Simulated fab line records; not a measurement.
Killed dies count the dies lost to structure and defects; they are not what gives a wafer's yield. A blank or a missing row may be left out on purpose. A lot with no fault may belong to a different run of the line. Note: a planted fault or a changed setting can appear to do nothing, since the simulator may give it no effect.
A struck lot beside a sound one || flow sky130 || 17 steps out of a route of 708
Sound: wafers L780.2, L780.4, L780.5. Struck: wafer L797.2 (left out: L797.6, a lot-mate that was not struck); the cause follows at the end.
At each step with rows: each side's tool, then ch and its chambers, then its first start. Under that, the readings that differ: sound wafers || struck wafers || difference of the means || sigmas: that difference in standard deviations of wafers without a fault.
alike: readings whose means differ by less than 2 such deviations, and words and numbers that are the same on both sides. not compared: withheld readings, readings that some wafer has no value for, bounds like >300 that may hide the same value, and numbers for which the record gives no deviation and whose values overlap.
Wherever a step has rows on one side only, a row that says differs or no value, or a row with sigmas, the two part there. Numbers that don't overlap but have no deviation are shown without sigmas and don't part them. A reading that every wafer of one side lacks parts them only if that side has two wafers or more.

first, 2 steps without rows for these wafers: SKY_NWELL_IMPLANT_12; SKY_NWELL_IMPLANT_13.
SKY_NWELL_STRIP_14: strips in O2/N2.
  sound on plasmaAsher-03 ch 0,1, day 5 16:23; struck on plasmaAsher-03 ch 0, day 10 00:44
  alike: drypumpMotorCurrentA, oesProductAu, stripTimeToEndpointS
  not compared: rfHoursCounterH
SKY_NWELL_TW_MEAS_15:
  sound on filmMetro-03, day 5 16:30; struck on filmMetro-03, day 10 00:50
  alike: NWELL_TW
then, 7 steps without rows for these wafers: SKY_NWELL_DEHYDRATE_16 (time 60 s); SKY_NWELL_HMDS_17 (prime time 60 s); SKY_NWELL_COAT_18 (resist thk 3000 nm); SKY_NWELL_SOFTBAKE_19; SKY_NWELL_EXPOSE_20 (exposes mask NWM COMPLEMENT, target cd 840 nm); SKY_NWELL_PEB_21; SKY_NWELL_DEVELOP_22 (develop time 60 s).
SKY_NWELL_OVL_MEAS_23:
  sound on overlay-02, day 6 11:05; struck on overlay-01, day 10 23:19
{"reading": "NWELL_01_OVL (nm)", "sound": "0.7 2.8 -0.3", "struck": -1.8, "difference": -2.9, "sigmas": -2}
SKY_NWELL_IMPLANT_24:
  sound on implanter-03 ch 0, day 6 11:08; struck on implanter-03 ch 0, day 10 23:22
{"reading": "beamOnS (s)", "sound": "9.76 10.48 9.94", "struck": 8.23, "difference": -1.83, "sigmas": -9}
{"reading": "faradayCurrentUA", "sound": "53.3 49.6 52.5", "struck": 63.1, "difference": "+11.3", "sigmas": "+10"}
SKY_NWELL_STRIP_25: strips in O2/N2.
  sound on plasmaAsher-02 ch 0,1, day 6 11:16; struck on plasmaAsher-04 ch 0, day 10 23:29
  alike: drypumpMotorCurrentA, oesProductAu, stripTimeToEndpointS
  not compared: rfHoursCounterH
SKY_NWELL_TW_MEAS_26:
  sound on filmMetro-02, day 6 11:22; struck on filmMetro-02, day 10 23:36
{"reading": "NWELL_2_TW", "sound": "496 498 498", "struck": 469, "difference": -28, "sigmas": -8}
then, 1 step without rows for these wafers: SKY_NWELL_CLEAN_27 (cleans in SC1/SC2, time 150 s).
-- the record jumps here: 40 days lie between the struck wafers' starts before and after (it left off in module NWELL and takes up again in module PAD_OPEN, whose first step shown is number 708 of the route) --
SKY_PAD_OPEN_PROBE_99:
  sound on prober-02, day 46 18:10; struck on prober-01, day 50 18:13
{"reading": "model.etest.pfet_16v.rOnOhmUm", "sound": "1.54e+04 1.552e+04 1.533e+04", "struck": 1.688e+04, "difference": "+1.463e+03", "sigmas": ""}
{"reading": "model.etest.resIsoPwell.rsOhmSq", "sound": "2996 3030 3017", "struck": 3210, "difference": "+196", "sigmas": ""}
{"reading": "model.etest.resPwellUnderGate.rsOhmSq", "sound": "2280 2287 2272", "struck": 2597, "difference": "+317", "sigmas": ""}
{"reading": "model.etest.resIsoPwell.lineOhmUm", "sound": "1127 1146 1152", "struck": 1223, "difference": "+81", "sigmas": ""}
{"reading": "model.etest.pfet_16v.driveUaUm", "sound": "240.6 236.9 240.7", "struck": 221.5, "difference": -17.9, "sigmas": ""}
{"reading": "model.etest.resNwell.widthNm (nm)", "sound": "846.5 846.4 844.5", "struck": 849.9, "difference": "+4.1", "sigmas": ""}
{"reading": "model.etest.fieldN.vtV (V)", "sound": "35.95 36.26 36.04", "struck": 31.86, "difference": -4.22, "sigmas": ""}
{"reading": "model.etest.nfet_05v0_nvt.vtSatV (V)", "sound": "0.2872 0.28 0.2971", "struck": 0.2704, "difference": -0.0177, "sigmas": ""}
  alike: killed_at_M0_to_M3, killed_at_M4_up, killedAtContacts, killedAtFrontEnd, killedAtOther, killedDies, killedOpen, killedShort

== WHERE THEY PART ==
Earliest at SKY_NWELL_OVL_MEAS_23; latest, in this record, at SKY_NWELL_TW_MEAS_26. Later steps at which nothing parts them and some readings are alike: SKY_PAD_OPEN_PROBE_99.

WHY: whatever the simulator had introduced
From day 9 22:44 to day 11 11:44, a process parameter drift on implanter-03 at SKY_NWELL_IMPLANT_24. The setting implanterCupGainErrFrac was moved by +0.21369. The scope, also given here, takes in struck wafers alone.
